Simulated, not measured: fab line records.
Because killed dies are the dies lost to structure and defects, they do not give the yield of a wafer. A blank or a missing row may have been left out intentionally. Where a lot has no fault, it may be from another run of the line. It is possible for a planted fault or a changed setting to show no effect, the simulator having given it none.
fab line records	flow sky130
record lots=6	wafers=18	lastDay=50
route steps=708 shown METAL3@567 VIA3@573 PAD_OPEN@708
lots that met no fault: taken from a fault-free run of the same line
startH: hours from the record's first day to the start of the lot's first wafer shown	waitH: hours elapsed since this lot's preceding step	" same as the row above	L1.1+2: a single row standing in for several wafers	- value missing, or start not given	* or withheld: withheld	< > ~ a bound
route shown NAME@n: names a module that has steps shown in the file, with the first one's number in the route	usual: mean and standard deviation over wafers with no fault	same: alike in all rows	chamber/n: place in a boat	sites: the reading at each site	_std_site: their standard deviation	_edge_site: mean of outer sites minus mean of inner sites	radiusMm: for every site, how far away it sits from the centre of the wafer	mask NAME#n: copy n	behind: the tool/chamber that last shaped the wafer	hold: the reason the lot was held/the length of the hold in hours/how it ended	device: names the non-switching transistor (n, p or np)	end of line: tests run on the same wafers once the route is complete	for a step that has no rows: nothing shown but its recipe	killed: the dies lost at the first sort to structure and to defects; this is not the yield of the wafer	map: shows each die of a wafer: x if killed, . if not, _ if none is there
set.NAME: the setting that was run; set.NAME@STEP: the one run at that earlier step	model.NAME: the simulator's own value behind a step, which no gauge read
certain route steps with their lots: each step a table, each wafer a row
services: the hour from which a tool's chamber was out of use, counted from the record's first day as startH (under 0 if before that day), plus the number of hours and why
## steps
# step SKY_METAL3_ETCH_17
# recipe target=SiO2	stopOn=TiN	chemistry=C4F8/O2/Ar	sourceW=1500	biasW=1200	pressureMtorr=40	c4f8FlowSccm=withheld	O2_flow_sccm=6	Ar_flow_sccm=300	timeS=3.9	targetDepthA=150
# usual oesProductAu=0.755/0.0065
lot.wafer	tool	chamber	startH	waitH	oesProductAu	rfHoursCounterH
L516.3	rieDiel-03	1	924.12	0.0	0.752	24
L516.4	"	2	"	"	0.762	9
L516.5	"	2	"	"	0.764	-
L519.1	rieDiel-01	2	946.60	0.1	0.757	8
L519.4	"	1	"	"	0.754	12
L519.6	"	0	"	"	0.766	-
L523.3	rieDiel-03	3	968.50	0.0	0.756	6
L523.4	"	2	"	"	0.752	-
L523.5	"	3	"	"	0.760	-
L534.1	rieDiel-02	2	1032.60	0.1	0.741	25
L534.2	"	0	"	"	0.747	11
L534.4	"	1	"	"	0.756	16
L535.1	rieDiel-01	0	1036.55	0.1	0.752	3
L535.2	"	3	"	"	0.743	12
L535.6	"	2	"	"	0.755	-
L536.2	rieDiel-02	3	1043.45	0.1	0.749	8
L536.5	"	1	"	"	0.757	-
L536.6	"	2	"	"	0.747	-
# step SKY_METAL3_METAL_ETCH_18
# recipe targetDepthA=8450	stopOn=SiO2	overEtchFrac=0.3	timeS=183.1	chemistry=Cl2/BCl3	resistSidewallDeg=88	pressureMtorr=10	icpW=900	biasW=48.5	Cl2_flow_sccm=60	bcl3FlowSccm=30
# usual drypumpMotorCurrentA=5.9/0.64	oesProductAu=0.867/0.006	throttleValvePct=22.264/0.0088
lot.wafer	tool	chamber	startH	waitH	drypumpMotorCurrentA	oesProductAu	rfHoursCounterH	throttleValvePct
L516.3	rieMetal-02	0	924.20	0.1	6.7	0.872	-	22.263
L516.4	"	1	"	"	5.8	0.866	-	22.251
L516.5	"	1	"	"	5.7	0.862	-	22.265
L519.1	rieMetal-01	0	946.62	0.0	5.7	0.870	9	22.259
L519.4	"	0	"	"	5.7	0.861	-	22.258
L519.6	"	1	"	"	5.9	0.866	-	22.270
L523.3	rieMetal-04	0	968.57	0.1	4.8	0.873	-	22.246
L523.4	"	1	"	"	6.5	0.870	-	22.266
L523.5	"	1	"	"	6.4	0.875	-	22.280
L534.1	rieMetal-02	1	1032.62	0.0	5.7	0.873	14	22.251
L534.2	"	0	"	"	6.7	0.862	21	22.269
L534.4	"	0	"	"	6.7	0.858	-	22.265
L535.1	rieMetal-02	0	1036.57	0.0	6.7	0.868	21	22.265
L535.2	"	1	"	"	5.7	0.868	15	22.257
L535.6	"	1	"	"	5.7	0.868	-	22.258
L536.2	rieMetal-01	0	1043.46	0.0	5.7	0.869	15	22.266
L536.5	"	0	"	"	5.7	0.861	-	22.267
L536.6	"	1	"	"	5.9	0.858	-	22.258
# step SKY_METAL3_STRIP_19
# recipe chemistry=O2/N2	powerW=1400	pressureMtorr=1500	platenTempC=withheld	o2FlowSccm=3000	n2FlowSccm=300	overashFraction=0.5
# usual drypumpMotorCurrentA=5.89/0.16	o2FlowSccm=2999/9.1	oesProductAu=0.503/0.0052	stripTimeToEndpointS=6.56/0.087
lot.wafer	tool	chamber	startH	waitH	drypumpMotorCurrentA	o2FlowSccm	oesProductAu	rfHoursCounterH	stripTimeToEndpointS
L516.3	plasmaAsher-01	0	924.35	0.1	5.71	2992	0.503	-	6.62
L516.4	"	1	"	"	5.75	3002	0.500	-	6.65
L516.5	"	1	"	"	5.75	3010	0.505	-	6.67
L519.1	plasmaAsher-01	0	946.80	0.1	5.74	2990	0.511	46	6.60
L519.4	"	0	"	"	5.74	2992	0.514	-	6.59
L519.6	"	1	"	"	5.72	2986	0.503	-	6.56
L523.3	plasmaAsher-04	0	968.73	0.1	6.07	3003	0.500	-	6.44
L523.4	"	1	"	"	6.00	3005	0.501	-	6.47
L523.5	"	0	"	"	6.06	3003	0.499	-	6.43
L534.1	plasmaAsher-04	1	1032.80	0.1	5.99	3001	0.502	123	6.60
L534.2	"	0	"	"	6.06	3000	0.501	123	6.49
L534.4	"	1	"	"	6.00	3001	0.501	-	6.52
L535.1	plasmaAsher-03	0	1036.74	0.1	6.13	3002	0.499	89	6.56
L535.2	"	1	"	"	5.95	3018	0.503	89	6.67
L535.6	"	1	"	"	5.97	3018	0.504	-	6.60
L536.2	plasmaAsher-04	1	1043.64	0.1	6.02	3006	0.513	124	6.64
L536.5	"	1	"	"	6.05	3000	0.499	-	6.72
L536.6	"	0	"	"	6.06	2988	0.505	-	6.60
# step SKY_METAL3_STRIP_20
# recipe chemistry=postEtchResidueRemover	timeS=1200	tempC=72.5
# step SKY_METAL3_CLEAN_21
# recipe chemistry=IPA	timeS=180	tempC=25
# step SKY_METAL3_CLEAN_22
# recipe chemistry=O3/DIW	dry=n2Spin
# step SKY_VIA3_HDPCVD_00
# recipe material=SiO2	targetThkNm=1635	sigmaOpenFrac=0.3	timeS=272.5	tempC=400	sih4FlowSccm=60	pressureMtorr=6
# step SKY_VIA3_THK_MEAS_01
# recipe reads=SiO2_of_VIA3_HDPCVD_00
# usual VIA3_HDPCVD_THK=1628/18
lot.wafer	tool	chamber	startH	waitH	VIA3_HDPCVD_THK[nm]
L516.3	filmMetro-02	-	925.13	0.1	1615
L516.4	"	-	"	"	1606
L516.5	"	-	"	"	1609
L519.1	filmMetro-01	-	947.56	0.1	1621
L519.4	"	-	"	"	1658
L519.6	"	-	"	"	1655
L523.3	filmMetro-02	-	969.48	0.1	1606
L523.4	"	-	"	"	1626
L523.5	"	-	"	"	1625
L534.1	filmMetro-02	-	1033.56	0.1	1640
L534.2	"	-	"	"	1624
L534.4	"	-	"	"	1636
L535.1	filmMetro-04	-	1037.50	0.1	1621
L535.2	"	-	"	"	1664
L535.6	"	-	"	"	1644
L536.2	filmMetro-04	-	1044.41	0.1	1635
L536.5	"	-	"	"	1629
L536.6	"	-	"	"	1642
# step SKY_VIA3_CMP_02
# recipe material=SiO2	downForcePsi=4	platenRpm=60	padVelocityMS=0.94248
# usual motorCurrentA=11.9/1.4
lot.wafer	tool	chamber	startH	waitH	motorCurrentA
L516.4	cmp-02	2	925.17	0.0	12.5
L516.3	"	0	"	"	10.7
L516.5	"	2	"	"	11.8
L519.1	cmp-02	1	947.67	0.1	14.3
L519.4	"	3	"	"	11.0
L519.6	"	1	"	"	14.3
L523.4	cmp-02	1	969.52	0.0	14.0
L523.3	"	3	"	"	10.9
L523.5	"	1	"	"	14.3
L534.4	cmp-02	0	1033.68	0.1	11.1
L534.1	"	2	"	"	12.8
L534.2	"	3	"	"	11.0
L535.1	cmp-02	3	1037.61	0.1	10.5
L535.2	"	1	"	"	14.6
L535.6	"	2	"	"	12.4
L536.2	cmp-02	2	1044.61	0.2	12.0
L536.6	"	3	"	"	10.7
L536.5	"	0	"	"	10.2
# step SKY_VIA3_BOW_MEAS_03
# recipe mode=bow
# usual VIA3_BOW=79/7.1
lot.wafer	tool	chamber	startH	waitH	VIA3_BOW[um]
L516.3	filmMetro-04	-	925.51	0.2	67
L516.4	"	-	"	"	75
L516.5	"	-	"	"	80
L519.1	filmMetro-01	-	947.92	0.2	72
L519.4	"	-	"	"	85
L519.6	"	-	"	"	74
L523.3	filmMetro-04	-	969.86	0.2	96
L523.4	"	-	"	"	83
L523.5	"	-	"	"	81
L534.1	filmMetro-04	-	1033.98	0.1	81
L534.2	"	-	"	"	79
L534.4	"	-	"	"	71
L535.1	filmMetro-04	-	1037.86	0.2	77
L535.2	"	-	"	"	75
L535.6	"	-	"	"	74
L536.2	filmMetro-01	-	1044.78	0.1	73
L536.5	"	-	"	"	78
L536.6	"	-	"	"	86
# step SKY_VIA3_DEHYDRATE_04
# recipe tempC=200	timeS=60
# step SKY_VIA3_HMDS_05
# recipe primeTimeS=60	primeTempC=120
# step SKY_VIA3_COAT_06
# recipe resist=BARC	tempC=withheld	timeS=withheld	spinRpm=3000	resistThkNm=60
# usual resistLineTempC=*	spinSpeedRpm=3000.0/1.9
lot.wafer	tool	chamber	startH	waitH	resistLineTempC	spinSpeedRpm
L516.3	lithoTrack-02	0	937.97	0.1	*	2999.9
L516.4	"	0	"	"	*	2998.8
L516.5	"	0	"	"	*	3000.7
L519.1	lithoTrack-01	0	960.14	0.1	*	2998.1
L519.4	"	0	"	"	*	3001.1
L519.6	"	0	"	"	*	2999.5
L523.3	lithoTrack-03	0	981.27	0.1	*	3000.9
L523.4	"	0	"	"	*	3001.1
L523.5	"	0	"	"	*	3000.6
L534.1	lithoTrack-01	0	1045.39	0.1	*	2999.8
L534.2	"	0	"	"	*	2998.8
L534.4	"	0	"	"	*	2999.5
L535.1	lithoTrack-02	0	1049.22	0.1	*	2645.6
L535.2	"	0	"	"	*	2646.6
L535.6	"	0	"	"	*	2644.5
L536.2	lithoTrack-02	0	1055.59	0.1	*	2646.1
L536.5	"	0	"	"	*	2644.3
L536.6	"	0	"	"	*	2647.3
# step SKY_VIA3_COAT_07
# recipe resist=KrF-thick	spinRpm=3000	resistThkNm=450
# step SKY_VIA3_SOFTBAKE_08
# recipe tempC=100	timeS=90	resist=KrF-thick
# step SKY_VIA3_EXPOSE_09
# recipe maskId=VIM3	na=0.8	sourceShape=annular	sigmaInner=0.55	sigmaOuter=0.85	targetCdNm=200	doseMj=38
# step SKY_VIA3_PEB_10
# recipe pebTempC=withheld	pebTimeS=withheld	resist=KrF-thick
# step SKY_VIA3_DEVELOP_11
# recipe developTimeS=60	resist=KrF-thick	devTempC=21
# step SKY_VIA3_CD_MEAS_12
# recipe targetCdNm=200
# usual cdNm=199.8/1.6
lot.wafer	tool	chamber	startH	waitH	cdNm
L516.3	cdSem-02	-	949.91	-	202.7
L516.4	"	-	"	"	203.2
L516.5	"	-	"	"	202.3
L519.1	cdSem-02	-	972.49	-	198.0
L519.4	"	-	"	"	198.7
L519.6	"	-	"	"	199.3
L523.3	cdSem-02	-	993.46	-	202.5
L523.4	"	-	"	"	203.1
L523.5	"	-	"	"	202.0
L534.1	cdSem-01	-	1056.87	-	197.1
L534.2	"	-	"	"	198.0
L534.4	"	-	"	"	198.4
L535.1	cdSem-02	-	1060.67	-	200.5
L535.2	"	-	"	"	200.5
L535.6	"	-	"	"	199.6
L536.2	cdSem-01	-	1067.19	-	197.2
L536.5	"	-	"	"	198.4
L536.6	"	-	"	"	197.0
# step SKY_VIA3_OVL_MEAS_13
# usual VIA3_OVL=-6/6.6
lot.wafer	tool	chamber	startH	waitH	VIA3_OVL[nm]
L516.3	overlay-02	-	950.00	0.1	-2
L516.4	"	-	"	"	4
L516.5	"	-	"	"	2
L519.1	overlay-02	-	972.61	0.1	-22
L519.4	"	-	"	"	-22
L519.6	"	-	"	"	-20
L523.3	overlay-02	-	993.55	0.1	0
L523.4	"	-	"	"	-5
L523.5	"	-	"	"	-2
L534.1	overlay-01	-	1056.99	0.1	1
L534.2	"	-	"	"	-4
L534.4	"	-	"	"	-1
L535.1	overlay-01	-	1060.79	0.1	-4
L535.2	"	-	"	"	4
L535.6	"	-	"	"	3
L536.2	overlay-01	-	1067.29	0.1	-8
L536.5	"	-	"	"	-11
L536.6	"	-	"	"	-14
# step SKY_VIA3_ETCH_14
# recipe chemistry=N2/H2	target=BARC	ionEnergyEv=200	sourceW=500	biasW=100	pressureMtorr=30	n2FlowSccm=100	h2FlowSccm=200	stopOn=SiO2	timeS=45.9	targetDepthA=600
# usual drypumpMotorCurrentA=5.7/0.53	oesProductAu=0.855/0.0046	throttleValvePct=13.222/0.0087
lot.wafer	tool	chamber	startH	waitH	drypumpMotorCurrentA	oesProductAu	rfHoursCounterH	throttleValvePct	model.etch.depthNm
L516.3	rieDiel-04	1	950.03	0.0	4.9	0.858	21	13.223	59.9
L516.4	"	0	"	"	5.5	0.854	15	13.228	59.68
L516.5	"	2	"	"	4.8	0.854	-	13.223	59.81
L519.1	rieDiel-03	1	972.65	0.0	6.0	0.860	25	13.216	60.16
L519.4	"	1	"	"	6.0	0.859	-	13.228	60.33
L519.6	"	3	"	"	6.0	0.855	-	13.223	60.11
L523.3	rieDiel-03	0	993.57	0.0	6.4	0.854	1	13.216	59.79
L523.4	"	1	"	"	6.0	0.850	26	13.206	59.53
L523.5	"	1	"	"	6.0	0.853	-	13.219	59.67
L534.1	rieDiel-02	3	1057.02	0.0	5.5	0.858	9	13.231	60.02
L534.2	"	1	"	"	6.1	0.853	17	13.213	59.94
L534.4	"	2	"	"	5.8	0.849	26	13.235	59.88
L535.1	rieDiel-04	2	1060.82	0.0	4.8	0.888	18	13.222	63.85
L535.2	"	1	"	"	4.8	0.881	24	13.214	64.07
L535.6	"	3	"	"	5.8	0.892	-	13.220	63.75
L536.2	rieDiel-03	0	1067.32	0.0	6.4	0.879	3	13.216	63.88
L536.5	"	1	"	"	6.0	0.889	-	13.228	64.09
L536.6	"	0	"	"	6.4	0.885	-	13.223	64.03
# step SKY_VIA3_ETCH_15
# recipe target=SiO2	chemistry=C4F8/O2/Ar	targetDepthNm=507	stopOn=TiN	maskMaterial=KrF-thick	sourceW=1500	biasW=1200	pressureMtorr=40	c4f8FlowSccm=withheld	O2_flow_sccm=6	Ar_flow_sccm=300	timeS=78
# usual oesProductAu=0.945/0.0046
lot.wafer	tool	chamber	startH	waitH	oesProductAu	rfHoursCounterH
L516.3	rieDiel-04	1	950.07	0.0	0.954	21
L516.4	"	0	"	"	0.947	15
L516.5	"	2	"	"	0.947	-
L519.1	rieDiel-03	1	972.69	0.0	0.947	25
L519.4	"	1	"	"	0.941	-
L519.6	"	3	"	"	0.940	-
L523.3	rieDiel-03	0	993.61	0.0	0.944	1
L523.4	"	1	"	"	0.947	26
L523.5	"	1	"	"	0.940	-
L534.1	rieDiel-02	3	1057.07	0.0	0.945	9
L534.2	"	1	"	"	0.949	17
L534.4	"	2	"	"	0.946	26
L535.1	rieDiel-04	2	1060.87	0.0	0.947	18
L535.2	"	1	"	"	0.947	24
L535.6	"	3	"	"	0.946	-
L536.2	rieDiel-03	0	1067.37	0.0	0.945	3
L536.5	"	1	"	"	0.955	-
L536.6	"	0	"	"	0.952	-
# step SKY_PAD_OPEN_PROBE_99
# usual defectLimitedYield=82.5/2	killed_at_M0_to_M3=43/7.6	killed_at_M4_up=2.8/1.9	killedAtContacts=24/4.7	killedAtFrontEnd=16/4.4	killedAtOther=0.2/0.4	killedDies=86/9.9	killedOpen=47/8.2	killedShort=39/6.3	sort_bin_3_pad_short=0.8/0.42	sort_bin_5_function=10.4/1.5	sort_bin_6_memory=6.2/1.2	sortNPass=406/9.9	sortYieldPct=82.5/2
# same grossDies=492	killedAtBackSide=0	sort_bin_4_leakage[%]=0	sort_bin_8_speed[%]=0
lot.wafer	tool	chamber	startH	waitH	defectLimitedYield[%]	killed_at_M0_to_M3	killed_at_M4_up	killedAtContacts	killedAtFrontEnd	killedAtOther	killedDies	killedOpen	killedShort	sort_bin_3_pad_short[%]	sort_bin_5_function[%]	sort_bin_6_memory[%]	sortNPass	sortYieldPct[%]
L516.3	prober-02	-	1096.74	0.2	81.9	39	4	29	17	0	89	46	43	1.2	10.0	6.9	403	81.9
L516.4	prober-02	-	1096.79	0.2	79.5	44	5	30	22	0	101	50	51	1.6	11.2	7.7	391	79.5
L516.5	prober-02	-	1096.84	0.2	84.3	36	2	25	13	1	77	42	35	0.8	7.5	7.3	415	84.3
L523.3	prober-02	-	1132.16	0.2	81.5	44	4	25	18	0	91	53	38	0.6	11.4	6.5	401	81.5
L523.4	prober-02	-	1132.21	0.2	82.9	36	6	25	17	0	84	38	46	0.8	9.8	6.5	408	82.9
L523.5	prober-02	-	1132.26	0.2	83.5	38	6	23	13	1	81	36	45	0.6	11.0	4.9	411	83.5
L534.1	prober-01	-	1181.66	0.1	82.3	40	4	33	10	0	87	45	42	0.4	11.2	6.1	405	82.3
L534.2	prober-01	-	1181.71	0.1	84.3	33	3	22	19	0	77	37	40	0.4	10.4	4.9	415	84.3
L534.4	prober-01	-	1181.81	0.2	82.1	40	3	28	16	1	88	54	34	0.4	11.0	6.5	404	82.1
# killed by level:class
L516.3 CONTACT:geometricParticle:open=10 VIA3:geometricParticle:open=9 CONTACT:geometricParticle:short=7 VIA2:geometricParticle:open=7 VIA1:geometricParticle:short=6 VIA1:geometricParticle:open=6 LI_CONTACT:geometricParticle:open=5 METAL2:geometricParticle:short=5
L516.4 VIA1:geometricParticle:open=15 LI_CONTACT:geometricParticle:open=10 LOCAL_INTERCONNECT:geometricParticle:short=10 POLY_GATE:geometricParticle:open=9 VIA1:geometricParticle:short=7 POLY_GATE:geometricParticle:short=5 CONTACT:geometricParticle:short=5 METAL4:geometricParticle:short=5
L516.5 CONTACT:geometricParticle:open=10 METAL3:geometricParticle:short=8 VIA3:geometricParticle:open=7 LI_CONTACT:geometricParticle:open=6 METAL2:geometricParticle:short=5 VIA1:geometricParticle:open=5 FIELD_ISO:geometricParticle:open=4 LOCAL_INTERCONNECT:geometricParticle:short=4
L523.3 VIA1:geometricParticle:open=11 CONTACT:geometricParticle:open=8 METAL2:geometricParticle:short=8 LI_CONTACT:geometricParticle:open=7 METAL1:geometricParticle:short=6 POLY_GATE:geometricParticle:open=5 METAL1:geometricParticle:open=4 VIA2:geometricParticle:open=4
L523.4 LI_CONTACT:geometricParticle:open=10 METAL1:geometricParticle:short=9 VIA1:geometricParticle:open=7 LOCAL_INTERCONNECT:geometricParticle:short=6 CONTACT:geometricParticle:open=6 METAL4:geometricParticle:short=6 POLY_GATE:geometricParticle:short=5 VIA3:geometricParticle:open=5
L523.5 LOCAL_INTERCONNECT:geometricParticle:short=8 METAL1:geometricParticle:short=7 VIA1:geometricParticle:open=7 METAL2:geometricParticle:short=6 CONTACT:geometricParticle:open=5 VIA2:geometricParticle:short=5 FIELD_ISO:geometricParticle:short=4 POLY_GATE:geometricParticle:open=4
L534.1 CONTACT:geometricParticle:open=14 VIA1:geometricParticle:open=9 CONTACT:geometricParticle:short=8 METAL1:geometricParticle:short=7 VIA2:geometricParticle:short=6 METAL3:geometricParticle:short=5 VIA3:geometricParticle:open=5 LI_CONTACT:geometricParticle:open=4
L534.2 CONTACT:geometricParticle:open=9 VIA1:geometricParticle:open=8 FIELD_ISO:geometricParticle:short=5 FIELD_ISO:geometricParticle:open=5 POLY_GATE:geometricParticle:short=5 METAL2:geometricParticle:short=5 VIA3:geometricParticle:open=5 LI_CONTACT:geometricParticle:open=4
L534.4 VIA1:geometricParticle:open=14 LI_CONTACT:geometricParticle:open=9 CONTACT:geometricParticle:open=8 VIA2:geometricParticle:open=6 VIA1:geometricParticle:short=6 POLY_GATE:geometricParticle:open=6 CONTACT:geometricParticle:short=6 LOCAL_INTERCONNECT:geometricParticle:short=5
## services
tool	chamber	startH	hours	kind
rieDiel-02	-	903.82	2.1	repair
rieDiel-01	0	904.53	12.8	repair
rieDiel-01	3	906.50	4.0	repair
rieMetal-02	0	909.89	3.1	repair
plasmaAsher-04	-	912.02	0.9	repair
cmp-02	-	912.48	4.0	pm
plasmaAsher-01	-	917.67	3.4	repair
rieDiel-04	-	919.24	2.1	repair
rieDiel-02	0	934.14	39.1	repair
rieDiel-04	-	945.37	2.0	repair
rieDiel-04	3	953.56	3.6	repair
rieMetal-01	1	957.15	4.1	repair
rieDiel-03	0	958.02	-	clean
rieDiel-03	0	958.02	18.4	scheduledDown
rieDiel-04	1	965.21	6.9	repair
plasmaAsher-03	-	976.89	28.1	pm
cmp-02	-	981.41	1.8	repair
rieDiel-02	-	994.70	0.5	repair
rieDiel-01	-	996.84	0.4	repair
rieDiel-03	0	1001.50	4.9	repair
cmp-02	-	1019.89	4.1	pm
plasmaAsher-04	-	1025.51	3.9	repair
plasmaAsher-03	-	1050.57	5.4	repair
plasmaAsher-04	-	1055.25	9.0	pm
## key
firstSign step=SKY_VIA3_COAT_06	reading=spinSpeedRpm	direction=down	sigmas=99+	usual=3000.0	struck=2645.8
effect step=SKY_VIA3_ETCH_14	reading=oesProductAu	direction=up	sigmas=6.8	usual=0.855	struck=0.886
modelEffect step=SKY_VIA3_ETCH_14	value=etch.depthNm	without=60.05	struck=63.94
metAt SKY_VIA3_COAT_06
struckWafers L535.1,L535.2,L535.6,L536.2,L536.5,L536.6
onsetBetween 937.97 1049.22
fault kind=processParameterDrift	tool=lithoTrack-02	chamber=-	onsetH=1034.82	steps=SKY_VIA3_COAT_06	channel=spinRpm	offset=-353.87	shape=step	endH=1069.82	actsIn=theseRecipesOnly	stated=3000
